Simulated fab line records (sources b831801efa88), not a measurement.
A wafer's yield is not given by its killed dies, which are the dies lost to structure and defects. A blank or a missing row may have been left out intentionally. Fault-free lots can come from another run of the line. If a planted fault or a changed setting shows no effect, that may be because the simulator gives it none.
Problem report in the 8D (eight disciplines) form, filled by code    flow gf180mcu    the parts of the form that need people (team, actions taken, sign-off) are left out

== 1. THE ISSUE ==
heaterPowerTotalW at GF_NSD_SOFTBAKE_03 reads a mean of 60.06 W on 6 wafers of 2 lots; wafers without a fault read 56.60 W with a standard deviation of 0.046. Measured from the usual mean, that is +75 standard deviations.
The step: time 60 s.
Seen first at day 15 20:55 on lithoTrack-04, wafer L720.2. Wafers with a number at this step in the record: 42, from 14 lots. Rule for "out" (also "out of limits"): further than 4 standard deviations from the usual mean. Any other wafer with a number is counted as sound.

== 2. WHAT IT IS AND WHAT IT IS NOT ==
question                     is                             is not
which readings at this step  heaterPowerTotalW, runLengthS  -
which lots                   L720, L721                     L712, L713, L722, L725, L726, L728, L729, L731, L732, L733, L734, L735
which wafers of those lots   all that have a number         -
read on which tools          lithoTrack-04                  lithoTrack-01, lithoTrack-03
when                         from day 15 20:55              up to then (6 sound wafers); but 30 sound wafers of L722, L725, L726, L728, L729, L731, L732, L733, L734, L735 came after

== 3. THE SUSPECTS, EACH WITH WHAT RULES IT OUT ==
Counting: a tool stays on the suspect list if, at a process step up to the reading, it processed all lots that are out and no sound lot following the first of them.
- lithoTrack-04 at GF_NSD_SOFTBAKE_03 (time 60 s): ruled out as a lasting fault. After its first lot that is out, L720 (day 15 20:55), sound lots L734 ran on it.
Left after counting: nothing in the record.

== 4. THE CAUSE (what the simulator had put in) ==
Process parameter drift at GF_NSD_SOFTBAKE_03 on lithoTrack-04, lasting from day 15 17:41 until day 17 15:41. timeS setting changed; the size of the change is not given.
Counting ruled it out, wrongly.

== 5. SEQUENCE OF EFFECTS, ordered by route ==
One row per reading whose mean, taken over the struck wafers that have a number, lies over 3 standard deviations from the usual. Only readings for which the record gives a usual standard deviation are gone through. hours: the time from each lot's start at the first step in this table that gives one to its start at this step, as a median over the lots. sigmas: the change in usual standard deviations.
hours  step                reading            usual    on struck wafers  change  sigmas
0      GF_NSD_SOFTBAKE_03  heaterPowerTotalW  56.60 W  60.06             +3.46   +75
0      GF_NSD_SOFTBAKE_03  runLengthS         89.1 s   79.1              -10.0   -32
The process steps in it:
- GF_NSD_SOFTBAKE_03: time 60 s.
Later measuring or inspecting steps at which every struck wafer that the step has a row for has a number for every such reading, and none has moved that far: GF_PSD_OVL_MEAS_08.

== 6. HOW IT WOULD HAVE BEEN CAUGHT EARLIER ==
The fault began at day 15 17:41; the first out-of-limits reading in this record came at day 15 20:55, 3 hours later.
